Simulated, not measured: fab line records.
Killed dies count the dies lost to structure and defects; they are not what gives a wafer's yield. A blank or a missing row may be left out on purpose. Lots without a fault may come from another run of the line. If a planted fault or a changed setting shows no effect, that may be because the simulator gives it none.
Which tool is to blame? | flow gf180mcu | 14 lots (42 wafers sampled), 1 step of a 602-step route

WHAT THE GAUGES READ, wafer by wafer
No reading from a measuring or inspecting step in the record can be judged against a usual standard deviation.

WHAT TOOL EACH LOT RAN ON (gives the tool, then ch and the chambers of the sampled wafers, and finally the start)
lot  | GF_V5_ETCH_16
L415 | rieDiel-04 ch 0,1,2, day 27 20:31
L416 | rieDiel-02 ch 1,2,3, day 28 02:43
L423 | rieDiel-04 ch 0,1, day 30 14:24
L424 | rieDiel-04 ch 0,2,3, day 30 16:18
L425 | rieDiel-02 ch 0,2,3, day 30 21:23
L426 | rieDiel-01 ch 2,3, day 31 08:37
L427 | rieDiel-01 ch 0,2,3, day 31 12:18
L428 | rieDiel-01 ch 1,2,3, day 31 21:57
L429 | rieDiel-01 ch 1,2,3, day 32 01:25
L431 | rieDiel-01 ch 0,2, day 32 07:38
L432 | rieDiel-01 ch 0,2,3, day 32 15:30
L433 | rieDiel-01 ch 2,3, day 32 20:31
L435 | rieDiel-04 ch 1,2, day 33 12:34
L436 | rieDiel-04 ch 1,2,3, day 33 15:51
- GF_V5_ETCH_16: etches BARC in N2/H2.

AS READ BY THE TOOLS THEMSELVES (means over the sampled wafers that have a number; for cases with no such wafer, the mark the record gives instead)
GF_V5_ETCH_16. Usual: biasW 100.0 W, standard deviation 0.3; drypumpMotorCurrentA 5.9 A, standard deviation 0.35; oesProductAu 0.855 a.u., standard deviation 0.0047; throttleValvePct 13.224 %, standard deviation 0.0088.
lot  | tool       | biasW (W) | drypumpMotorCurrentA (A) | oesProductAu (a.u.) | throttleValvePct (%) | flag
L415 | rieDiel-04 | 100.3     | 6.1                      | 0.850               | 13.229               | 
L416 | rieDiel-02 | 99.7      | 6.0                      | 0.854               | 13.218               | 
L423 | rieDiel-04 | 92.9      | 6.1                      | 0.849               | 13.233               | OFF
L424 | rieDiel-04 | 92.5      | 5.8                      | 0.859               | 13.213               | OFF
L425 | rieDiel-02 | 100.2     | 6.2                      | 0.862               | 13.231               | 
L426 | rieDiel-01 | 100.2     | 6.0                      | 0.857               | 13.233               | 
L427 | rieDiel-01 | 99.9      | 5.9                      | 0.857               | 13.219               | 
L428 | rieDiel-01 | 100.0     | 6.0                      | 0.857               | 13.218               | 
L429 | rieDiel-01 | 100.2     | 6.0                      | 0.857               | 13.217               | 
L431 | rieDiel-01 | 100.0     | 5.7                      | 0.860               | 13.222               | 
L432 | rieDiel-01 | 100.0     | 5.9                      | 0.856               | 13.222               | 
L433 | rieDiel-01 | 100.2     | 6.0                      | 0.852               | 13.220               | 
L435 | rieDiel-04 | 100.0     | 6.1                      | 0.858               | 13.224               | 
L436 | rieDiel-04 | 100.3     | 5.8                      | 0.856               | 13.222               | 

THE ANSWER, worked out from the rows above alone
Rule: a lot counts as off when the mean over its wafers that have a number is more than 3 standard deviations away from the usual mean. Also off: a lot with no number at a reading for which 4 or more lots have one. Where the step has rows for the other lots, those lots are counted as sound. Order of review: gauges by route order, followed by the tools' own readings, for which a lot's mean as printed above is used. The first step at which some lot is off is used, and at that step the reading that is off furthest; a lot without a number counts as furthest.
Off: L423, L424 (GF_V5_ETCH_16, biasW).
A tool fits if, at that step or a process step before it, it ran every lot that is off, and no sound lot after the first of them. None of those tried fits.

WHAT THE SIMULATOR HAD PUT IN
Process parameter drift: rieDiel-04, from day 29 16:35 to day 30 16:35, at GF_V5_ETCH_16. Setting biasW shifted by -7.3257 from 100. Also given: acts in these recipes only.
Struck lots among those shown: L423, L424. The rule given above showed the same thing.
